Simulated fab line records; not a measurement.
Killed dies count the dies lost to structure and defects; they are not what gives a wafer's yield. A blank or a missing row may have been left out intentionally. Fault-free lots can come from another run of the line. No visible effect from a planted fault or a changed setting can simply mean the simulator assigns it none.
Check of tool commonality ; flow sky130 ; Sampled: 13 lots, 39 wafers

== THE REASON FOR OPENING IT ==
At SKY_LDD_P_TW_MEAS_11 the reading LDD_P_TW is flagged on 2 of 13 lots. Wafers without a fault read 632, standard deviation 9.9.
Rule: flag the lot when none of its wafers has a number, or when each of its wafers that has one lies beyond 4 standard deviations from that mean. As for the other lots, they are considered sound.

lot;measured;on;LDD_P_TW, wafer by wafer;flag
L602;day 19 17:54;film metro-04;647 645 641;
L606;day 21 04:20;film metro-03;626 631 628;
L609;day 21 17:00;film metro-03;628 628 629;
L608;day 21 21:52;film metro-03;627 628 631;
L610;day 22 05:52;film metro-03;631 630 628;
L611;day 22 19:42;film metro-01;622 623 622;
L613;day 23 10:11;film metro-03;628 627 629;
L614;day 23 15:40;film metro-04;649 650 650;
L615;day 24 04:14;film metro-04;648 648 648;
L616;day 24 08:06;film metro-01;631 627 631;
L621;day 26 01:56;film metro-01;30 29 30;FLAGGED
L623;day 26 19:38;film metro-01;29 29 30;FLAGGED
L625;day 27 07:47;film metro-03;628 628 627;
On average the flagged lots' numbers are 30, which is -602 against the usual, or -61 standard deviations.

== TOOL THAT RAN EACH LOT ==
The record holds 2 process steps before the reading, out of a route of 708 steps. Every cell lists first the tool, next ch and the chambers used by the sampled wafers, and last the start.
lot;flag;SKY_RES_PROTECT_STRIP_07;SKY_LDD_P_DEVELOP_06
L602;;plasma asher-01 ch 0, day 15 20:55;litho track-04 ch 0, day 19 17:20
L606;;plasma asher-01 ch 1, day 16 22:28;litho track-03 ch 0, day 21 03:47
L609;;plasma asher-03 ch 0,1, day 17 14:50;litho track-03 ch 0, day 21 16:25
L608;;plasma asher-02 ch 1, day 17 20:44;litho track-02 ch 0, day 21 21:19
L610;;plasma asher-03 ch 0,1, day 18 03:17;litho track-03 ch 0, day 22 05:19
L611;;plasma asher-01 ch 0,1, day 18 17:59;litho track-04 ch 0, day 22 19:08
L613;;plasma asher-02 ch 0,1, day 19 09:29;litho track-03 ch 0, day 23 09:38
L614;;plasma asher-01 ch 0,1, day 19 15:46;litho track-04 ch 0, day 23 15:07
L615;;plasma asher-01 ch 0,1, day 20 02:20;litho track-03 ch 0, day 24 03:43
L616;;plasma asher-01 ch 0,1, day 20 06:46;litho track-04 ch 0, day 24 07:32
L621;FLAGGED;plasma asher-03 ch 0,1, day 22 04:07;litho track-02 ch 0, day 26 01:25
L623;FLAGGED;plasma asher-03 ch 0,1, day 22 21:35;litho track-02 ch 0, day 26 19:02
L625;;plasma asher-03 ch 0,1, day 23 11:01;litho track-03 ch 0, day 27 07:16
What the steps here do:
- SKY_RES_PROTECT_STRIP_07: strips in O2/N2.
- SKY_LDD_P_DEVELOP_06: develop time 60 s.
- SKY_LDD_P_TW_MEAS_11

== FLAGGED OVER TOTAL, TOOL BY TOOL (the gauges that took the reading come last) ==
step;tool;lots run;flagged;share of the flagged lots;sound lots run after its first flagged lot
SKY_RES_PROTECT_STRIP_07;plasma asher-01;6;0;none;-
SKY_RES_PROTECT_STRIP_07;plasma asher-02;2;0;none;-
SKY_RES_PROTECT_STRIP_07;plasma asher-03;5;2;all;1 (L625)
SKY_LDD_P_DEVELOP_06;litho track-02;3;2;all;0
SKY_LDD_P_DEVELOP_06;litho track-03;6;0;none;-
SKY_LDD_P_DEVELOP_06;litho track-04;4;0;none;-
SKY_LDD_P_TW_MEAS_11;film metro-01;4;2;all;0
SKY_LDD_P_TW_MEAS_11;film metro-03;6;0;none;-
SKY_LDD_P_TW_MEAS_11;film metro-04;3;0;none;-

== WHAT THE TABLE ALLOWS ==
Rows of the table that ran every flagged lot, 3 in all: plasma asher-03 at SKY_RES_PROTECT_STRIP_07, litho track-02 at SKY_LDD_P_DEVELOP_06, film metro-01 at SKY_LDD_P_TW_MEAS_11.
- plasma asher-03 at SKY_RES_PROTECT_STRIP_07 ran 5 lots, 2 of them flagged. Sound lots ran on it after the first flagged one (L625), which a lasting fault on the whole tool wouldn't allow.
- litho track-02 at SKY_LDD_P_DEVELOP_06 ran 3 lots, 2 of them flagged. It ran its last sound lot, L608, at day 21 21:19 and its first flagged lot, L621, at day 26 01:25: a fault with its onset between the two fits.
- film metro-01 at SKY_LDD_P_TW_MEAS_11 ran 4 lots, 2 of them flagged. It ran its last sound lot, L616, at day 24 08:06 and its first flagged lot, L621, at day 26 01:56: a fault with its onset between the two fits.
Counting lots can't tell these 2 tools apart, because each fits a fault that began at some hour. More lots, or a look at what each step does to the wafer, might.

== WHAT THE SIMULATOR HAD PUT IN ==
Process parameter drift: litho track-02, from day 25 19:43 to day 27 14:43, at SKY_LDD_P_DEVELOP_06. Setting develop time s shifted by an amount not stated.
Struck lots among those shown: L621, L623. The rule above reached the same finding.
